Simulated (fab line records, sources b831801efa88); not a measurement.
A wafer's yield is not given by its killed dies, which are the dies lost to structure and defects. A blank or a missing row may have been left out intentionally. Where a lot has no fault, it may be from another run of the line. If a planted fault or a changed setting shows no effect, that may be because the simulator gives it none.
Problem report, 8D (eight disciplines) form, completed by code / flow sky130 / the parts of the form that need people (team, actions taken, sign-off) are left out

1. THE PROBLEM
Mean of primeTempC at SKY_VIA3_HMDS_05: 124.66 C across 6 wafers in 2 lots; on wafers with no fault it is 120.01 C (standard deviation 0.15). Measured from the usual mean, that is +31 standard deviations.
The step: prime time 60 s.
First seen on wafer L496.2, day 39 22:21, on lithoTrack-03. The record holds 39 wafers of 13 lots with a number at this step. By rule, "out" or "out of limits" means more than 4 standard deviations away from the usual mean. The rest of the wafers with a number are treated as sound.

2. WHAT IT IS; WHAT IT IS NOT
question=which readings at this step | is=primeTempC | is not=-
question=which lots | is=L496, L497 | is not=L493, L494, L495, L505, L507, L508, L510, L511, L514, L515, L516
question=which wafers of those lots | is=all that have a number | is not=-
question=read on which tools | is=lithoTrack-03 | is not=lithoTrack-02, lithoTrack-04
question=when | is=from day 39 22:21 | is not=up to then (9 sound wafers); but 24 sound wafers of L505, L507, L508, L510, L511, L514, L515, L516 came after

3. WHAT RULES OUT EACH SUSPECT
Counting: any tool at a process step up to the reading is kept as a suspect provided that every lot that is out went through it and no sound lot did after the first of them.
- pvdSputter-02 at SKY_METAL2_SPUTTER_00 (material Ti, target thk 15 nm, time 10 s): ruled out as a lasting fault. After its first lot that is out, L496 (day 34 21:47), sound lots L516, L515 ran on it.
- lithoTrack-03 at SKY_VIA3_HMDS_05 (prime time 60 s): ruled out as a lasting fault. After its first lot that is out, L496 (day 39 22:21), sound lots L508, L511, L515, L514 ran on it.
Left after counting: nothing in the record.

4. THE CAUSE (what the simulator had put in)
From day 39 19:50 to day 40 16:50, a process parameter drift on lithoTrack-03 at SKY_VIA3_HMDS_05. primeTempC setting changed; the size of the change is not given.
Counting ruled it out, wrongly.

5. SEQUENCE OF EFFECTS, ordered by route
Rows list readings where the struck wafers' mean (over those with a number) sits beyond 3 standard deviations from the usual. Readings are gone through only where the record gives a usual standard deviation; hours: the median, over the lots, of the time from a lot's start at the first step in this table giving one to that lot's start at this step; sigmas: the change measured in usual standard deviations.
hours=0; step=SKY_VIA3_HMDS_05; reading=primeTempC; usual=120.01 C; on struck wafers=124.66; change=+4.65; sigmas=+31
Process steps it contains:
- SKY_VIA3_HMDS_05: prime time 60 s.

6. WHAT WOULD HAVE CAUGHT IT SOONER
First out-of-limits reading in this record: day 39 22:21, which is 3 hours after fault onset at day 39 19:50.
